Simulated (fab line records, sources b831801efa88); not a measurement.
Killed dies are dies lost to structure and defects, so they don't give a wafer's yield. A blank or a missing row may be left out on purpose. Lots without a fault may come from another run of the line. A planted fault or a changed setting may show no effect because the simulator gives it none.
fab line records | flow gf180mcu | part 2 of 2: steps 28 to 40 of 40
record lots=5 wafers=15 last_day=34
route steps=602 shown V1@353 M2@362 V2@382
lots that met no fault: from a run of the same line without faults
start_h: hours from the record's first day to the start of the lot's first wafer shown | wait_h: hours since the lot's step before | " the same as in the row above | L1.1+2: a row that stands for several wafers | - no value, or no start given | * or withheld: withheld | < > ~ a bound
route shown NAME@n: a module of which the file shows steps, and the number in the route of the first | usual: mean/standard deviation of fault-free wafers | same: alike in all rows | chamber/n: place in a boat | sites: the reading at each site | _std_site: their standard deviation | _edge_site: outer sites' mean less inner sites' | radius_mm: how far each site lies from the wafer's centre | mask NAME#n: copy n | behind: the tool/chamber that last shaped the wafer | hold: why the lot was held/for how many hours/how that ended | device: the transistor (n, p or np) that didn't switch | end of line: the same wafers' tests at the end of the route | a step without rows: its recipe alone | killed: dies lost to structure and defects at the first sort, not the wafer's yield | map: a wafer's dies, x killed, . not, _ none there
set.NAME: the setting as run; set.NAME@STEP: as run at that earlier step | model.NAME: the simulator's own value behind a step, which no gauge read
lots at some steps of the route; a table a step, a row a wafer
services: from which hour (start_h, from the record's first day; less than 0 if before it) a tool's chamber was out of use, for how many hours, and why
## steps
# step GF_M2_STRIP_18
# recipe chemistry=post_etch_residue_remover time_s=1200 temp_c=72.5
# columns lot.wafer tool chamber start_h wait_h
L080.1+4+5 wet_bench-04 0 495.31 0.1
L087.2+5+6 wet_bench-02 2 578.78 0.1
L092.1+3+5 wet_bench-02 1 597.87 0.1
L095.4+5+6 wet_bench-04 3 617.01 0.0
L096.2+4+5 wet_bench-02 2 622.83 0.1
# step GF_M2_CLEAN_19
# recipe chemistry=DIW dry=n2_spin
# columns lot.wafer tool chamber start_h wait_h
L080.1+4+5 wet_bench-02 2 495.65 0.0
L087.2+5+6 wet_bench-04 0 579.13 0.0
L092.1+3+5 wet_bench-03 2 598.21 0.0
L095.4+5+6 wet_bench-02 0 617.69 0.0
L096.2+4+5 wet_bench-03 2 623.21 0.0
# step GF_V2_CVD_00
# recipe material=SiO2 target_thk_nm=600 sigma_open_frac=0.3 temp_c=400 time_s=100 sih4_flow_sccm=60 pressure_mtorr=6
# columns lot.wafer tool chamber start_h wait_h
L080.1+4+5 hdpcvd-01 1,2,0 495.75 0.0
L087.2+5+6 hdpcvd-01 2,0,1 579.22 0.0
L092.1+3+5 hdpcvd-02 1,2,1 598.30 0.0
L095.4+5+6 hdpcvd-01 2,1,0 617.82 0.0
L096.2+4+5 hdpcvd-02 0,1,0 623.30 0.0
# step GF_V2_THK_MEAS_01
# recipe reads=SiO2_of_V2_CVD_00
# usual V2_CVD_00_THK=595/6.6
# columns lot.wafer tool chamber start_h wait_h V2_CVD_00_THK[nm]
L080.1 film_metro-04 - 495.82 0.0 597
L080.4 " - " " 603
L080.5 " - " " 604
L087.2 film_metro-01 - 579.30 0.0 604
L087.5 " - " " 595
L087.6 " - " " 592
L092.1 film_metro-02 - 598.37 0.0 594
L092.3 " - " " 594
L092.5 " - " " 592
L095.4 film_metro-04 - 617.89 0.0 593
L095.5 " - " " 589
L095.6 " - " " 589
L096.2 film_metro-01 - 623.42 0.1 602
L096.4 " - " " 590
L096.5 " - " " 604
# step GF_V2_CVD_02
# recipe material=SiO2 target_thk_nm=850 precursor=TEOS temp_c=400 time_s=94.851 rf_w=600
# usual heater_power_w=606/110
# columns lot.wafer tool chamber start_h wait_h heater_power_w
L080.1 pecvd-03 1 495.88 0.1 551
L080.4 " 0 " " 553
L080.5 " 2 " " 541
L087.2 pecvd-02 1 579.35 0.0 726
L087.5 " 2 " " 583
L087.6 " 1 " " 734
L092.1 pecvd-03 2 598.43 0.1 474
L092.3 " 0 " " 536
L092.5 " 1 " " 607
L095.4 pecvd-02 0 617.96 0.1 635
L095.5 " 2 " " 565
L095.6 " 1 " " 584
L096.2 pecvd-03 2 623.47 0.0 544
L096.4 " 1 " " 602
L096.5 " 0 " " 557
# step GF_V2_THK_MEAS_03
# recipe reads=SiO2_of_V2_CVD_02
# usual V2_CVD_02_THK=849/11
# columns lot.wafer tool chamber start_h wait_h V2_CVD_02_THK[nm]
L080.1 film_metro-02 - 495.95 0.0 846
L080.4 " - " " 847
L080.5 " - " " 861
L087.2 film_metro-01 - 579.43 0.0 850
L087.5 " - " " 859
L087.6 " - " " 862
L092.1 film_metro-02 - 598.50 0.0 841
L092.3 " - " " 842
L092.5 " - " " 856
L095.4 film_metro-01 - 618.02 0.0 844
L095.5 " - " " 852
L095.6 " - " " 860
L096.2 film_metro-01 - 623.55 0.0 852
L096.4 " - " " 875
L096.5 " - " " 866
# step GF_V2_CMP_04
# recipe material=SiO2 down_force_psi=4 platen_rpm=60 pad_velocity_m_s=0.94248
# usual motor_current_A=12.4/2.2 time_to_endpoint_s=80/6.1
# columns lot.wafer tool chamber start_h wait_h motor_current_A time_to_endpoint_s
L080.4 cmp-01 3 496.06 0.1 10.2 80
L080.1 " 1 " " 13.2 76
L080.5 " 3 " " 9.7 87
L087.2 cmp-02 3 579.48 0.0 10.4 69
L087.5 " 3 " " 9.8 75
L087.6 " 0 " " 16.9 74
L092.3 cmp-02 3 598.56 0.0 10.2 68
L092.1 " 0 " " 15.4 70
L092.5 " 0 " " 15.7 72
L095.4 cmp-02 2 618.10 0.1 11.8 76
L095.6 " 1 " " 13.9 83
L095.5 " 2 " " 10.5 79
L096.4 cmp-02 3 623.65 0.1 10.5 80
L096.2 " 1 " " 15.6 77
L096.5 " 3 " " 10.0 74
# step GF_V2_BOW_MEAS_05
# recipe mode=bow
# usual V2_BOW=100/8
# columns lot.wafer tool chamber start_h wait_h V2_BOW[um]
L080.1 film_metro-01 - 496.31 0.1 107
L080.4 " - " " 100
L080.5 " - " " 109
L087.2 film_metro-01 - 579.80 0.3 106
L087.5 " - " " 106
L087.6 " - " " 106
L092.1 film_metro-04 - 598.89 0.2 113
L092.3 " - " " 99
L092.5 " - " " 93
L095.4 film_metro-01 - 618.44 0.3 96
L095.5 " - " " 96
L095.6 " - " " 103
L096.2 film_metro-02 - 623.92 0.1 83
L096.4 " - " " 86
L096.5 " - " " 83
# step GF_V2_DEHYDRATE_06
# recipe temp_c=200 time_s=60
# usual plate_temp_C=199.97/0.15
# columns lot.wafer tool chamber start_h wait_h plate_temp_C
L080.1 litho_track-03 0 507.83 11.5 199.95
L080.4 " 0 " " 199.93
L080.5 " 0 " " 199.43
L087.2 litho_track-01 0 590.02 10.2 200.08
L087.5 " 0 " " 200.02
L087.6 " 0 " " 200.05
L092.1 litho_track-03 0 609.58 10.7 200.13
L092.3 " 0 " " 199.98
L092.5 " 0 " " 200.00
L095.4 litho_track-01 0 627.82 9.4 199.89
L095.5 " 0 " " 199.54
L095.6 " 0 " " 199.76
L096.2 litho_track-03 0 633.46 9.5 199.83
L096.4 " 0 " " 199.84
L096.5 " 0 " " 199.88
# step GF_V2_HMDS_07
# recipe prime_time_s=60 prime_temp_c=120
# columns lot.wafer tool chamber start_h wait_h
L080.1+4+5 litho_track-03 0 507.98 0.1
L087.2+5+6 litho_track-01 0 590.17 0.1
L092.1+3+5 litho_track-03 0 609.73 0.1
L095.4+5+6 litho_track-01 0 627.97 0.1
L096.2+4+5 litho_track-03 0 633.61 0.1
# step GF_V2_COAT_08
# recipe resist=BARC temp_c=withheld time_s=withheld spin_rpm=withheld resist_thk_nm=withheld
# columns lot.wafer tool chamber start_h wait_h
L080.1+4+5 litho_track-03 0 508.13 0.1
L087.2+5+6 litho_track-01 0 590.32 0.1
L092.1+3+5 litho_track-03 0 609.88 0.1
L095.4+5+6 litho_track-01 0 628.12 0.1
L096.2+4+5 litho_track-03 0 633.76 0.1
# step GF_V2_COAT_09
# recipe resist=KrF spin_rpm=withheld resist_thk_nm=1000
# columns lot.wafer tool chamber start_h wait_h
L080.1+4+5 litho_track-03 0 - -
L087.2+5+6 litho_track-01 0 - -
L092.1+3+5 litho_track-03 0 - -
L095.4+5+6 litho_track-01 0 - -
L096.2+4+5 litho_track-03 0 - -
# step GF_V2_SOFTBAKE_10
# recipe temp_c=130 time_s=60 resist=KrF
# usual plate_temp_C=129.96/0.12
# columns lot.wafer tool chamber start_h wait_h plate_temp_C
L080.1 litho_track-03 0 - - 130.01
L080.4 " 0 " " 129.93
L080.5 " 0 " " 129.89
L087.2 litho_track-01 0 - - 129.89
L087.5 " 0 " " 130.21
L087.6 " 0 " " 130.15
L092.1 litho_track-03 0 - - 129.90
L092.3 " 0 " " 129.99
L092.5 " 0 " " 130.04
L095.4 litho_track-01 0 - - 129.88
L095.5 " 0 " " 129.96
L095.6 " 0 " " 130.12
L096.2 litho_track-03 0 - - 129.99
L096.4 " 0 " " 130.00
L096.5 " 0 " " 129.83
## services
# columns tool chamber start_h hours kind
cmp-01 - 448.59 1.0 repair
pecvd-03 2 452.68 7.3 repair
krf_scanner-01 - 458.45 0.8 pm
hdpcvd-01 2 475.84 11.8 repair
cmp-02 - 503.06 2.1 repair
cmp-02 - 506.45 0.8 repair
pvd_sputter-01 - 519.28 1.2 repair
krf_scanner-01 - 523.63 1.0 pm
krf_scanner-01 - 525.04 4.4 repair
pecvd-03 1 534.16 5.3 repair
cmp-02 - 540.64 3.2 repair
plasma_asher-03 - 542.19 24.7 pm
cmp-02 - 542.60 0.5 repair
cmp-01 - 547.25 0.5 repair
pvd_sputter-02 - 549.32 2.9 repair
cmp-02 - 551.10 6.3 pm
cmp-01 - 554.29 1.4 repair
rie_metal-01 0 554.40 10.3 repair
pvd_sputter-04 - 568.94 2.7 repair
cmp-02 - 572.11 4.0 pm
wet_bench-02 - 573.86 4.4 pm
plasma_asher-03 - 594.91 2.7 repair
rie_metal-01 1 605.71 5.0 repair
cmp-01 - 608.13 10.2 pm
